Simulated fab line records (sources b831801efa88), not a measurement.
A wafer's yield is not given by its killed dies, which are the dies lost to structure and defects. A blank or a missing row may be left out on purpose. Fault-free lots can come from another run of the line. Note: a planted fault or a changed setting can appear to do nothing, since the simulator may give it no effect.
What tool caused it? -- flow gf180mcu -- 6 lots with 17 wafers sampled at 2 steps, on a route of 602 steps

== WHAT THE GAUGES READ, wafer by wafer ==
GF_HV_LDD_RS_MEAS_53: the measuring method here is four-point-probe.
lot,measured,on,HV_LDD_RS (ohm/sq)
L235,day 12 18:31,film_metro-04,419.9 419.5 420.2
L238,day 13 18:31,film_metro-04,418.8 418.9 420.3
L242,day 15 04:04,film_metro-03,418.8 419.2 418.7
L246,day 16 06:57,film_metro-04,455.0 455.6 455.3 456.1
L252,day 18 20:38,film_metro-01,416.1 417.8 417.5
L256,day 20 00:36,film_metro-04,418.9 419.0 419.3

== TOOL THAT RAN EACH LOT (tool first, then ch and the chambers of the sampled wafers, then the start) ==
lot,GF_HV_LDD_IMPLANT_09
L235,"implanter-03 ch 0, day 10 07:35"
L238,"implanter-03 ch 0, day 11 06:42"
L242,"implanter-04 ch 0, day 12 12:49"
L246,"implanter-04 ch 0, day 13 13:16"
L252,"implanter-03 ch 0, day 15 22:27"
L256,"implanter-03 ch 0, day 17 00:13"
- GF_HV_LDD_IMPLANT_09

== THE ANSWER, worked out from the rows above alone ==
Rule: usual is defined by the lots themselves. The widest of any qualifying gaps counts: lots, ordered by their means at a reading, are off when they make up no more than a third of the lots, leave a main group of 4 or more, and stand apart from it by 3 or more times the standard deviation of that group's means. If all means in a main group match to the digits the tables above print for the reading, that group is not used. A lot without any number at a reading at which 4 lots or more have one is off too. Where the step has rows for the other lots, those lots are counted as sound.
Off: L246, at GF_HV_LDD_RS_MEAS_53 (HV_LDD_RS). Main group: mean 418.9 ohm/sq, sd 0.92.
If a tool, at a process step before that reading, ran all the lots that are off and no sound lot after the first of them, it fits. Gauges at GF_HV_LDD_RS_MEAS_53: tried the same way as those tools. One fits: GF_HV_LDD_IMPLANT_09 on implanter-04. Its last sound lot is L242 (day 12 12:49), its first lot that is off L246 (day 13 13:16): a fault that began between those two fits.

== WHAT THE SIMULATOR HAD PUT IN ==
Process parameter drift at GF_HV_LDD_IMPLANT_09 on implanter-04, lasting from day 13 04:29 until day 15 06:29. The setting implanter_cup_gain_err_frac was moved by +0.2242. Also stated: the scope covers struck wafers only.
Shown lots that were struck: L246. Same finding as the rule above.
